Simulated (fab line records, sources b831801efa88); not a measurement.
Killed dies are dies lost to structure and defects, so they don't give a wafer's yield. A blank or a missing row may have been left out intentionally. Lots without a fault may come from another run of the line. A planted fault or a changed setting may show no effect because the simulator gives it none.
What tool caused it? :: flow gf180mcu :: 12 lots, 36 wafers sampled, at 4 steps of a route of 602

== WHAT EACH GAUGE READ, for each wafer ==
GF_SALICIDE_RS_MEAS_04: uses a four-point probe to measure.
lot: L236
measured: day 15 16:55
on: film_metro-01
SALICIDE_TIN_RS (ohm/sq): 16.1 16.0 16.3

lot: L237
measured: day 15 22:52
on: film_metro-03
SALICIDE_TIN_RS (ohm/sq): 16.0 16.0 16.0

lot: L238
measured: day 16 09:45
on: film_metro-02
SALICIDE_TIN_RS (ohm/sq): 16.1 16.5 16.2

lot: L239
measured: day 16 16:43
on: film_metro-03
SALICIDE_TIN_RS (ohm/sq): 15.9 16.0 15.8

lot: L240
measured: day 16 23:16
on: film_metro-01
SALICIDE_TIN_RS (ohm/sq): 16.0 15.9 16.0

lot: L243
measured: day 18 08:49
on: film_metro-03
SALICIDE_TIN_RS (ohm/sq): 16.0 16.3 16.5

lot: L244
measured: day 18 17:40
on: film_metro-03
SALICIDE_TIN_RS (ohm/sq): 15.9 16.0 15.9

lot: L248
measured: day 19 22:29
on: film_metro-01
SALICIDE_TIN_RS (ohm/sq): 17.7 17.6 17.4

lot: L250
measured: day 20 18:04
on: film_metro-02
SALICIDE_TIN_RS (ohm/sq): 17.0 17.4 17.0

lot: L255
measured: day 22 11:19
on: film_metro-02
SALICIDE_TIN_RS (ohm/sq): 16.6 16.5 16.8

lot: L256
measured: day 23 02:54
on: film_metro-01
SALICIDE_TIN_RS (ohm/sq): 16.4 16.8 16.3

lot: L258
measured: day 23 10:26
on: film_metro-02
SALICIDE_TIN_RS (ohm/sq): 17.1 16.8 17.0

GF_M1_OVL_MEAS_15.
lot: L236
measured: day 17 17:49
on: overlay-01
M1_OVL (nm): -11 -3 -6

lot: L237
measured: day 17 22:43
on: overlay-01
M1_OVL (nm): 6 7 5

lot: L238
measured: day 18 10:40
on: overlay-01
M1_OVL (nm): -4 4 -2

lot: L239
measured: day 18 17:52
on: overlay-01
M1_OVL (nm): 4 1 -1

lot: L240
measured: day 19 02:08
on: overlay-01
M1_OVL (nm): -2 2 8

lot: L243
measured: day 20 12:19
on: overlay-02
M1_OVL (nm): -15 -2 -6

lot: L244
measured: day 20 21:04
on: overlay-01
M1_OVL (nm): 8 -1 -3

lot: L248
measured: day 22 01:02
on: overlay-01
M1_OVL (nm): 7 9 3

lot: L250
measured: day 22 19:35
on: overlay-01
M1_OVL (nm): -3 -3 -2

lot: L255
measured: day 24 10:43
on: overlay-02
M1_OVL (nm): 6 7 1

lot: L256
measured: day 25 02:55
on: overlay-01
M1_OVL (nm): 6 2 -5

lot: L258
measured: day 25 09:34
on: overlay-02
M1_OVL (nm): 7 1 9

== WHICH TOOL RAN EACH LOT (tool, then ch and the chambers of the sampled wafers, then the start) ==
lot: L236
GF_VT_IMPLANT_STRIP_09: plasma_asher-04 ch 0,1, day 5 22:41
GF_SALICIDE_SPUTTER_02: pvd_sputter-01, day 15 16:51

lot: L237
GF_VT_IMPLANT_STRIP_09: plasma_asher-03 ch 0, day 6 03:24
GF_SALICIDE_SPUTTER_02: pvd_sputter-01, day 15 22:49

lot: L238
GF_VT_IMPLANT_STRIP_09: plasma_asher-01 ch 0, day 6 09:39
GF_SALICIDE_SPUTTER_02: pvd_sputter-02, day 16 09:41

lot: L239
GF_VT_IMPLANT_STRIP_09: plasma_asher-01 ch 0,1, day 6 15:09
GF_SALICIDE_SPUTTER_02: pvd_sputter-02, day 16 16:40

lot: L240
GF_VT_IMPLANT_STRIP_09: plasma_asher-01 ch 0,1, day 6 19:48
GF_SALICIDE_SPUTTER_02: pvd_sputter-02, day 16 23:13

lot: L243
GF_VT_IMPLANT_STRIP_09: plasma_asher-01 ch 0,1, day 7 19:00
GF_SALICIDE_SPUTTER_02: pvd_sputter-01, day 18 08:45

lot: L244
GF_VT_IMPLANT_STRIP_09: plasma_asher-04 ch 0, day 7 22:57
GF_SALICIDE_SPUTTER_02: pvd_sputter-02, day 18 17:35

lot: L248
GF_VT_IMPLANT_STRIP_09: plasma_asher-01 ch 0,1, day 8 22:27
GF_SALICIDE_SPUTTER_02: pvd_sputter-01, day 19 22:26

lot: L250
GF_VT_IMPLANT_STRIP_09: plasma_asher-04 ch 0,1, day 9 13:20
GF_SALICIDE_SPUTTER_02: pvd_sputter-01, day 20 18:01

lot: L255
GF_VT_IMPLANT_STRIP_09: plasma_asher-04 ch 0,1, day 10 21:59
GF_SALICIDE_SPUTTER_02: pvd_sputter-02, day 22 11:14

lot: L256
GF_VT_IMPLANT_STRIP_09: plasma_asher-03 ch 0,1, day 11 09:02
GF_SALICIDE_SPUTTER_02: pvd_sputter-04, day 23 02:50

lot: L258
GF_VT_IMPLANT_STRIP_09: plasma_asher-04 ch 0,1, day 11 14:57
GF_SALICIDE_SPUTTER_02: pvd_sputter-02, day 23 10:23
- GF_VT_IMPLANT_STRIP_09: strips in O2/N2.
- GF_SALICIDE_SPUTTER_02: material Co, target thk 10 nm, time 20 s.

== AS READ BY THE TOOLS THEMSELVES (means over the sampled wafers that have a number; for cases with no such wafer, the mark the record gives instead) ==
GF_VT_IMPLANT_STRIP_09.
lot: L236
tool: plasma_asher-04
drypump_motor_current_A (A): 5.60
heater_power_w (W): 361
oes_product_au (a.u.): 0.716
strip_time_to_endpoint_s (s): 12.605

lot: L237
tool: plasma_asher-03
drypump_motor_current_A (A): 5.83
heater_power_w (W): 341
oes_product_au (a.u.): 0.714
strip_time_to_endpoint_s (s): 12.620

lot: L238
tool: plasma_asher-01
drypump_motor_current_A (A): 6.00
heater_power_w (W): 328
oes_product_au (a.u.): 0.712
strip_time_to_endpoint_s (s): 12.636

lot: L239
tool: plasma_asher-01
drypump_motor_current_A (A): 5.73
heater_power_w (W): 342
oes_product_au (a.u.): 0.715
strip_time_to_endpoint_s (s): 12.606

lot: L240
tool: plasma_asher-01
drypump_motor_current_A (A): 5.86
heater_power_w (W): 336
oes_product_au (a.u.): 0.720
strip_time_to_endpoint_s (s): 12.665

lot: L243
tool: plasma_asher-01
drypump_motor_current_A (A): 5.87
heater_power_w (W): 335
oes_product_au (a.u.): 0.719
strip_time_to_endpoint_s (s): 12.690

lot: L244
tool: plasma_asher-04
drypump_motor_current_A (A): 5.93
heater_power_w (W): 360
oes_product_au (a.u.): 0.710
strip_time_to_endpoint_s (s): 12.641

lot: L248
tool: plasma_asher-01
drypump_motor_current_A (A): 5.73
heater_power_w (W): 340
oes_product_au (a.u.): 0.720
strip_time_to_endpoint_s (s): 12.652

lot: L250
tool: plasma_asher-04
drypump_motor_current_A (A): 5.63
heater_power_w (W): 359
oes_product_au (a.u.): 0.711
strip_time_to_endpoint_s (s): 12.680

lot: L255
tool: plasma_asher-04
drypump_motor_current_A (A): 5.79
heater_power_w (W): 360
oes_product_au (a.u.): 0.718
strip_time_to_endpoint_s (s): 12.651

lot: L256
tool: plasma_asher-03
drypump_motor_current_A (A): 5.75
heater_power_w (W): 334
oes_product_au (a.u.): 0.718
strip_time_to_endpoint_s (s): 12.611

lot: L258
tool: plasma_asher-04
drypump_motor_current_A (A): 5.62
heater_power_w (W): 363
oes_product_au (a.u.): 0.718
strip_time_to_endpoint_s (s): 12.641

GF_SALICIDE_SPUTTER_02.
lot: L236
tool: pvd_sputter-01
throttle_valve_pct (%): 28.8

lot: L237
tool: pvd_sputter-01
throttle_valve_pct (%): 30.0

lot: L238
tool: pvd_sputter-02
throttle_valve_pct (%): 31.5

lot: L239
tool: pvd_sputter-02
throttle_valve_pct (%): 31.7

lot: L240
tool: pvd_sputter-02
throttle_valve_pct (%): 31.7

lot: L243
tool: pvd_sputter-01
throttle_valve_pct (%): 29.6

lot: L244
tool: pvd_sputter-02
throttle_valve_pct (%): 32.1

lot: L248
tool: pvd_sputter-01
throttle_valve_pct (%): 30.2

lot: L250
tool: pvd_sputter-01
throttle_valve_pct (%): 30.2

lot: L255
tool: pvd_sputter-02
throttle_valve_pct (%): 31.5

lot: L256
tool: pvd_sputter-04
throttle_valve_pct (%): 29.7

lot: L258
tool: pvd_sputter-02
throttle_valve_pct (%): 31.4

== THE ANSWER, worked out from the rows above alone ==
Rule: the usual values come from the lots themselves. The widest of any qualifying gaps counts: lots, ordered by their means at a reading, are off when they make up no more than a third of the lots, leave a main group of 4 or more, and stand apart from it by 3 or more times the standard deviation of that group's means. The tables above print the reading to a certain number of digits; a main group whose means all agree to those digits is not used. Also off: a lot with no number at a reading for which 4 or more lots have one. Any other lot the step has rows for is counted as sound. The gauges are gone through in route order, then the tools' own readings, and for those a lot's mean is taken as printed above. The first step at which some lot is off is used, and at that step the reading that is off furthest; a lot without a number counts as furthest.
No lot is off on any of the readings shown, so nothing can be concluded from this.

== WHAT THE SIMULATOR HAD PUT IN ==
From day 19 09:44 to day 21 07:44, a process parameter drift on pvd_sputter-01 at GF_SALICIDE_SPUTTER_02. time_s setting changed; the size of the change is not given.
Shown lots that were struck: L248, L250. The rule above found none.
